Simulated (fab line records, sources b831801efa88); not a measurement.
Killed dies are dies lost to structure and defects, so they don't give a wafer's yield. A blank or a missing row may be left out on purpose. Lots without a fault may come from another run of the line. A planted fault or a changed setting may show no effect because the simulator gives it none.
A struck lot beside a sound one | flow sfq_line | 14 steps out of a route of 325
Sound: wafers L628.1, L628.3, L628.6. Struck: wafers L637.1, L637.3, L637.4. The cause comes at the end.
At each step with rows: each side's tool, then ch and its chambers, then its first start. Under that, the readings that differ: sound wafers | struck wafers | difference of the means | sigmas: that difference in standard deviations of wafers without a fault.
alike: readings whose means differ by less than 2 such deviations, and words and numbers that are the same on both sides. not compared: withheld readings, readings that some wafer has no value for, bounds like >300 that may hide the same value, and numbers for which the record gives no deviation and whose values overlap.
The two part at a step that has a row with sigmas, a row that says differs or no value, or rows on one side only. Numbers that don't overlap but have no deviation are shown without sigmas and don't part them. A reading that every wafer of one side lacks parts them only if that side has two wafers or more.

SFQ_TRILAYER_M0_BARC_OPEN_METAL_ETCH_031: etches BARC in O2, target depth 125 nm, time 41.7 s.
  sound on rie_metal-02 ch 1, day 10 01:17; struck on rie_metal-03 ch 0,1, day 12 05:20
  alike: drypump_motor_current_A, oes_product_au
  not compared: rf_hours_counter_h
SFQ_TRILAYER_M0_ETCH_METAL_ETCH_024: etches Nb in Cl2/Ar, stops on SiO2, target depth 240 nm, time 120 s.
  sound on rie_metal-02 ch 1, day 10 01:21; struck on rie_metal-03 ch 0,1, day 12 05:23
  alike: drypump_motor_current_A, oes_product_au
  not compared: rf_hours_counter_h
SFQ_TRILAYER_M0_STRIP_STRIP_025: strips in O2.
  sound on rie_metal-02 ch 1, day 10 01:28; struck on rie_metal-03 ch 0,1, day 12 05:31
  alike: drypump_motor_current_A, oes_product_au
  not compared: rf_hours_counter_h
then, 1 step without rows for these wafers: SFQ_TRILAYER_M0_STRIP_SOLV_CLEAN_026 (cleans in NMP, time 600 s).
SFQ_TRILAYER_I0_DEP_PECVD_027: deposits SiO2 from SiH4/N2O, time 111.11 s, target thk 500 nm.
  sound on pecvd-01 ch 1,2, day 10 02:25; struck on pecvd-01 ch 0,2, day 12 06:18
  alike: heater_power_w, showerhead_vpp_V, throttle_valve_pct
then, 1 step without rows for these wafers: SFQ_TRILAYER_I0_CMP_CMP_028 (polishes SiO2).
SFQ_I0_BOW_MEAS_907:
  sound on film_metro-01, day 10 08:33; struck on film_metro-01, day 12 09:23
  alike: I0_BOW
SFQ_TRILAYER_I0_METRO_MEASURE_029:
  sound on film_metro-01, day 10 08:40; struck on film_metro-01, day 12 09:30
  alike: thk_nm
then, 4 steps without rows for these wafers: SFQ_TRILAYER_I0_VIA_LITHO_COAT_036 (resist thk 62 nm); SFQ_TRILAYER_I0_VIA_LITHO_COAT_031 (resist thk 650 nm); SFQ_TRILAYER_I0_VIA_LITHO_SOFTBAKE_035; SFQ_TRILAYER_I0_VIA_LITHO_EXPOSE_032 (exposes mask I0, target cd 500 nm).
-- the record jumps here: 5 days lie between the struck wafers' starts before and after --
SFQ_TRILAYER_I0_VIA_LITHO_PEB_034: peb time 60 s.
  sound on litho_track-04 ch 0, day 14 22:23; struck on litho_track-04 ch 0, day 17 04:59
  reading                  | sound                | struck               | difference | sigmas
  heater_power_total_W (W) | 79.30 79.07 79.11    | 75.38 75.23 75.19    | -3.89      | -59
  plate_temp_C (C)         | 114.86 115.05 114.67 | 110.66 110.77 110.86 | -4.10      | -29
  alike: chill_plate_temp_C
then, 1 step without rows for these wafers: SFQ_TRILAYER_I0_VIA_LITHO_DEVELOP_033 (time 60 s).

WHERE THEY PART
Only at SFQ_TRILAYER_I0_VIA_LITHO_PEB_034, within this record.

WHY: what the simulator had put in
Process parameter drift: litho_track-04, from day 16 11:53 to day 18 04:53, at SFQ_TRILAYER_I0_VIA_LITHO_PEB_034. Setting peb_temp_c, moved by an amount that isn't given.
